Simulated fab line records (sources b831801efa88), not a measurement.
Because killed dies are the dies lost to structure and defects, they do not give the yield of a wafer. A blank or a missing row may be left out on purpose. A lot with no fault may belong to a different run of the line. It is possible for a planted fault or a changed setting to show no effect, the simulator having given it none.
fab line records    flow gf180mcu    part 2 of 2: steps 29 to 37 of 37
record lots=5  wafers=15  lastDay=34
route steps=602 shown M5@528 V5@540
lots that met no fault: from a run of the same line without faults
startH: hours from the record's first day to the start of the lot's first wafer shown    waitH: how many hours have passed since the lot's step before this one    " same as the row above    L1.1+2: a row that stands for several wafers    - value missing, or start not given    * or withheld: withheld    < > ~ a bound
route shown NAME@n: NAME is a module with steps in the file, n the number in the route of the first one    usual: mean/standard deviation of fault-free wafers    same: alike in all rows    chamber/n: place in a boat    sites: readings site by site    _std_site: their standard deviation    _edge_site: the outer-site mean with the inner-site mean subtracted    radiusMm: for every site, how far away it sits from the centre of the wafer    mask NAME#n: copy n    behind: the last tool/chamber to shape the wafer    hold: why the lot went on hold/how many hours it stayed there/how the hold came to an end    device: the n, p or np transistor that did not switch    end of line: the same wafers' tests at the end of the route    where a step has no rows: the recipe by itself    killed: dies that structure and defects cost at the first sort, which is not the same as the wafer's yield    map: shows each die of a wafer: x if killed, . if not, _ if none is there
set.NAME: setting as actually run; set.NAME@STEP: the setting as run at that earlier step    model.NAME: the simulator's own value behind a step, which no gauge read
certain route steps with their lots: each step a table, each wafer a row
services: from which hour (startH, from the record's first day; less than 0 if before it) a tool's chamber was out of use, for how many hours, and why
## steps
# step GF_V5_ETCH_16
# recipe chemistry=N2/H2  targetDepthA=withheld  overetchA=withheld  timeS=withheld  target=BARC  ionEnergyEv=200  sourceW=500  biasW=100  pressureMtorr=30  n2FlowSccm=100  h2FlowSccm=200
# usual biasW=100.00/0.3  drypumpMotorCurrentA=6.0/0.37  oesProductAu=0.853/0.0047  rfFwdPowerW=494.5/2.4  throttleValvePct=13.225/0.011
lot.wafer  tool        chamber  startH  waitH  biasW   drypumpMotorCurrentA  oesProductAu  rfFwdPowerW  throttleValvePct
L080.1     rieDiel-01  0        681.06  0.0    100.26  6.3                   0.856         490.7        13.211
L080.2     "           1        "       "      99.67   5.5                   0.852         496.4        13.221
L080.4     "           3        "       "      99.88   5.6                   0.850         496.8        13.218
L082.3     rieDiel-01  1        695.11  0.0    100.07  5.5                   0.856         496.1        13.233
L082.5     "           3        "       "      100.19  5.6                   0.852         494.1        13.233
L082.6     "           2        "       "      100.25  5.8                   0.853         496.5        13.219
L087.3     rieDiel-04  1        727.92  0.0    99.79   6.7                   0.856         489.8        13.225
L087.5     "           0        "       "      99.87   5.7                   0.846         495.4        13.243
L087.6     "           1        "       "      99.37   6.7                   0.857         491.9        13.233
L089.1     rieDiel-01  0        736.78  0.0    100.06  6.3                   0.853         490.8        13.221
L089.2     "           1        "       "      99.83   5.5                   0.842         496.9        13.242
L089.5     "           2        "       "      100.30  5.7                   0.848         494.9        13.198
L096.1     rieDiel-03  1        779.56  0.0    99.89   6.3                   0.861         495.9        13.228
L096.2     "           3        "       "      99.82   5.6                   0.865         494.5        13.236
L096.6     "           0        "       "      100.06  6.4                   0.850         495.1        13.238
# step GF_V5_ETCH_17
# recipe chemistry=C4F8/O2/Ar  maskMaterial=KrF  target=SiO2  stopOn=TiN  sourceW=1500  biasW=1200  pressureMtorr=40  c4f8FlowSccm=withheld  O2_flow_sccm=6  Ar_flow_sccm=300  timeS=withheld  targetDepthA=8550
# usual biasW=1200/3.8  oesProductAu=0.860/0.0046  rfFwdPowerW=1494/5.2
lot.wafer  tool        chamber  startH  waitH  biasW  oesProductAu  rfFwdPowerW
L080.1     rieDiel-01  0        -       -      1201   0.860         1498
L080.2     "           1        "       "      1204   0.863         1502
L080.4     "           3        "       "      1203   0.866         1484
L082.3     rieDiel-01  1        -       -      1202   0.862         1499
L082.5     "           3        "       "      1202   0.856         1486
L082.6     "           2        "       "      1200   0.858         1501
L087.3     rieDiel-04  1        -       -      1201   0.854         1490
L087.5     "           0        "       "      1201   0.852         1486
L087.6     "           1        "       "      1201   0.858         1487
L089.1     rieDiel-01  0        -       -      1202   0.871         1487
L089.2     "           1        "       "      1198   0.862         1493
L089.5     "           2        "       "      1197   0.846         1496
L096.1     rieDiel-03  1        -       -      1203   0.861         1501
L096.2     "           3        "       "      1198   0.863         1486
L096.6     "           0        "       "      1190   0.864         1488
# step GF_V5_STRIP_18
# recipe chemistry=O2/N2  powerW=1400  pressureMtorr=1500  platenTempC=250  o2FlowSccm=3000  n2FlowSccm=300  overashFraction=0.5
# usual drypumpMotorCurrentA=5.8/0.6  heaterPowerW=347/42  oesProductAu=0.568/0.0055
lot.wafer  tool            chamber  startH  waitH  drypumpMotorCurrentA  heaterPowerW  oesProductAu  rfHoursCounterH
L080.1     plasmaAsher-04  1        681.22  -      6.6                   399           0.577         102
L080.2     "               0        "       "      6.1                   403           0.565         102
L080.4     "               1        "       "      6.6                   387           0.569         -
L082.3     plasmaAsher-04  1        695.30  -      6.6                   394           0.567         -
L082.5     "               0        "       "      6.0                   390           0.570         -
L082.6     "               1        "       "      6.6                   401           0.563         -
L087.3     plasmaAsher-01  0        728.11  -      6.4                   351           0.573         -
L087.5     "               1        "       "      5.4                   314           0.577         -
L087.6     "               0        "       "      6.4                   345           0.554         -
L089.1     plasmaAsher-03  0        736.93  -      5.6                   328           0.573         69
L089.2     "               1        "       "      4.9                   297           0.568         69
L089.5     "               1        "       "      4.9                   299           0.569         -
L096.1     plasmaAsher-04  0        779.72  -      6.1                   400           0.571         4
L096.2     "               1        "       "      6.6                   399           0.560         4
L096.6     "               0        "       "      6.1                   394           0.563         -
# step GF_V5_STRIP_19
# recipe chemistry=postEtchResidueRemover  timeS=1200  tempC=72.5
lot.wafer   tool         chamber  startH  waitH
L080.1+2+4  wetBench-03  0        681.32  0.1
L082.3+5+6  wetBench-01  0        695.37  0.0
L087.3+5+6  wetBench-01  3        728.18  0.0
L089.1+2+5  wetBench-03  0        737.03  0.1
L096.1+2+6  wetBench-03  2        779.90  0.1
# step GF_V5_CLEAN_20
# recipe chemistry=DIW  dry=n2Spin
lot.wafer   tool         chamber  startH  waitH
L080.1+2+4  wetBench-01  3        681.66  0.0
L082.3+5+6  wetBench-04  3        695.71  0.0
L087.3+5+6  wetBench-03  0        728.58  0.0
L089.1+2+5  wetBench-01  2        737.37  0.0
L096.1+2+6  wetBench-03  2        780.27  0.0
# step GF_V5_SPUTTER_21
# recipe material=Ti  targetThkNm=15  chamberPressurePa=5  powerW=2500  substrateTempC=200  timeS=80.02
# usual throttleValvePct=30.1/0.89
lot.wafer  tool           chamber  startH  waitH  throttleValvePct
L080.1     pvdSputter-01  -        681.75  0.0    31.1
L080.2     "              -        "       "      29.8
L080.4     "              -        "       "      31.0
L082.3     pvdSputter-02  -        695.81  0.0    30.5
L082.5     "              -        "       "      30.0
L082.6     "              -        "       "      29.1
L087.3     pvdSputter-02  -        728.68  0.0    30.5
L087.5     "              -        "       "      30.5
L087.6     "              -        "       "      30.6
L089.1     pvdSputter-02  -        737.47  0.0    29.0
L089.2     "              -        "       "      30.1
L089.5     "              -        "       "      30.5
L096.1     pvdSputter-03  -        780.37  0.0    30.1
L096.2     "              -        "       "      31.2
L096.6     "              -        "       "      31.3
# step GF_V5_SPUTTER_22
# recipe material=TiN  targetThkNm=10  chamberPressurePa=5  powerW=4000  timeS=40
# usual throttleValvePct=30.1/0.93
lot.wafer  tool           chamber  startH  waitH  throttleValvePct
L080.1     pvdSputter-01  -        681.82  0.0    31.0
L080.2     "              -        "       "      29.6
L080.4     "              -        "       "      31.1
L082.3     pvdSputter-02  -        695.87  0.0    30.6
L082.5     "              -        "       "      29.7
L082.6     "              -        "       "      29.1
L087.3     pvdSputter-02  -        728.74  0.0    30.5
L087.5     "              -        "       "      30.5
L087.6     "              -        "       "      30.5
L089.1     pvdSputter-02  -        737.53  0.0    29.1
L089.2     "              -        "       "      30.0
L089.5     "              -        "       "      30.7
L096.1     pvdSputter-03  -        780.43  0.0    29.7
L096.2     "              -        "       "      31.0
L096.6     "              -        "       "      31.5
# step GF_V5_CVD_23
# recipe material=W  targetThkNm=350  timeS=104.9  tempC=400  pressureTorr=40
# usual chamberPressureTorr=40.01/0.085  heaterPowerW=895/36
lot.wafer  tool     chamber  startH  waitH  chamberPressureTorr  heaterPowerW
L080.1     cvdW-01  0        681.86  0.0    39.91                903
L080.2     "        1        "       "      39.86                929
L080.4     "        0        "       "      39.81                939
L082.3     cvdW-02  1        695.95  0.1    40.13                838
L082.5     "        1        "       "      40.05                856
L082.6     "        0        "       "      40.02                839
L087.3     cvdW-01  0        728.82  0.1    39.93                920
L087.5     "        1        "       "      40.01                913
L087.6     "        0        "       "      40.06                920
L089.1     cvdW-01  0        737.57  0.0    40.00                930
L089.2     "        1        "       "      40.01                929
L089.5     "        0        "       "      40.16                946
L096.1     cvdW-01  1        780.47  0.0    39.90                923
L096.2     "        0        "       "      40.02                898
L096.6     "        0        "       "      40.05                896
# step GF_V5_RS_MEAS_24
# recipe thkMeasGauge=four-point-probe  reads=W_of_V5_CVD_23+TiN_of_V5_SPUTTER_22+Ti_of_V5_SPUTTER_21
# usual V5_W_RS=0.326/0.0045
lot.wafer  tool          chamber  startH  waitH  V5_W_RS[ohm/sq]
L080.1     filmMetro-04  -        681.97  0.1    0.328
L080.2     "             -        "       "      0.319
L080.4     "             -        "       "      0.327
L082.3     filmMetro-02  -        696.06  0.1    0.328
L082.5     "             -        "       "      0.332
L082.6     "             -        "       "      0.331
L087.3     filmMetro-01  -        728.93  0.1    0.329
L087.5     "             -        "       "      0.319
L087.6     "             -        "       "      0.327
L089.1     filmMetro-02  -        737.68  0.1    0.326
L089.2     "             -        "       "      0.321
L089.5     "             -        "       "      0.331
L096.1     filmMetro-02  -        780.58  0.1    0.323
L096.2     "             -        "       "      0.330
L096.6     "             -        "       "      0.331
## services
tool            chamber  startH  hours  kind
krfScanner-01   -        633.00  0.8    pm
rieDiel-01      2        640.04  4.6    repair
krfScanner-01   -        643.13  0.3    repair
krfScanner-02   -        644.32  0.7    repair
rieMetal-01     -        650.47  2.8    pm
cmp-01          -        652.76  1.1    repair
cmp-01          -        657.13  2.5    pm
plasmaAsher-01  -        669.61  4.3    repair
cmp-01          -        671.46  4.4    repair
krfScanner-01   -        676.48  1.3    pm
krfScanner-02   -        682.93  1.3    pm
cmp-01          -        691.32  4.5    repair
rieDiel-01      2        707.76  7.4    repair
pecvd-02        1        712.69  14.3   repair
rieDiel-01      -        723.79  1.3    repair
krfScanner-02   -        727.85  1.0    pm
cvdW-01         -        731.31  1.5    repair
plasmaAsher-04  -        733.75  9.0    pm
krfScanner-01   -        736.63  1.0    pm
cmp-01          -        739.06  3.3    repair
pecvd-02        -        757.48  1.6    repair
krfScanner-02   -        760.86  4.0    pm
krfScanner-02   -        764.88  0.8    pm
wetBench-01     -        775.82  39.9   pm
